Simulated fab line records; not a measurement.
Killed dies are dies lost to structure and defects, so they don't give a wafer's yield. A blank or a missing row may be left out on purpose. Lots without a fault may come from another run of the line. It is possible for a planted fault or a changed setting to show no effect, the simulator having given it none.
8D (eight disciplines) problem report, filled in by code | flow sky130 | the parts of the form that need people (team, actions taken, sign-off) are left out

## 1. WHAT IS WRONG
At SKY_METAL2_ETCH_18, runLengthS averages 85.5 s over 6 wafers from 2 lots, while fault-free wafers read 73.9 s, standard deviation 0.37. That puts it +31 standard deviations away from the usual mean.
The step: etches BARC in N2/H2, stops on SiO2, time 45.9 s, target depth 60 nm.
Earliest sighting: wafer L521.4 on rieMetal-01 at day 36 16:31. Wafers with a number at this step in the record: 36, from 12 lots. Rule for "out" (also "out of limits"): further than 4 standard deviations from the usual mean. Any other wafer with a number is counted as sound.

## 2. WHAT THIS IS AND IS NOT
question                    | is                       | is not
which readings at this step | runLengthS, oesProductAu | chamberPressureMTorr, drypumpMotorCurrentA
which lots                  | L521, L525               | L517, L518, L527, L530, L533, L534, L535, L537, L539, L540
which wafers of those lots  | all that have a number   | -
read on which tools         | rieMetal-01              | rieMetal-02, rieMetal-03
when                        | from day 36 16:31        | up to then (6 sound wafers); but 24 sound wafers of L527, L530, L533, L534, L535, L537, L539, L540 came after

## 3. SUSPECTS, AND WHAT RULES EACH OUT
Counting: a tool at any process step up to the reading remains a suspect when it ran all the lots that are out and ran no sound lot after the first of those.
- cmp-02 at SKY_VIA1_CMP_02 (polishes SiO2): ruled out as a lasting fault. Sound lots L534, L535, L537, L539, L540 ran on it after its first lot that is out, L521 (day 34 10:16).
- rieMetal-01 at SKY_METAL2_ETCH_18 (etches BARC in N2/H2, stops on SiO2, time 45.9 s, target depth 60 nm): ruled out as a lasting fault. Sound lots L534, L535, L539, L540 ran on it after its first lot that is out, L521 (day 36 16:31).
Left after counting: nothing in the record.

## 4. THE CAUSE (what the simulator had put in)
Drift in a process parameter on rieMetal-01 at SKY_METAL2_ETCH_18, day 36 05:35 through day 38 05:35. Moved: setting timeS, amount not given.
Counting ruled it out, wrongly.

## 5. THE CHAIN OF EFFECTS, in route order
Each row: a reading whose mean over the struck wafers that have a number lies more than 3 standard deviations from the usual. Readings are gone through only where the record gives a usual standard deviation; hours: the median, over the lots, of the time from a lot's start at the first step in this table giving one to that lot's start at this step; sigmas: the change measured in usual standard deviations.
hours | step               | reading      | usual      | on struck wafers | change | sigmas
0     | SKY_METAL2_ETCH_18 | oesProductAu | 0.854 a.u. | 0.760            | -0.094 | -19
0     | SKY_METAL2_ETCH_18 | runLengthS   | 73.9 s     | 85.5             | +11.5  | +31
Its process steps:
- SKY_METAL2_ETCH_18: etches BARC in N2/H2, stops on SiO2, time 45.9 s, target depth 60 nm.
Later measuring or inspecting steps at which every struck wafer that the step has a row for has a number for every such reading, and none has moved that far: SKY_VIA2_OVL_MEAS_13.

## 6. HOW IT WOULD HAVE BEEN CAUGHT EARLIER
The fault began at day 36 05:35; the first out-of-limits reading in this record came at day 36 16:31, 11 hours later.
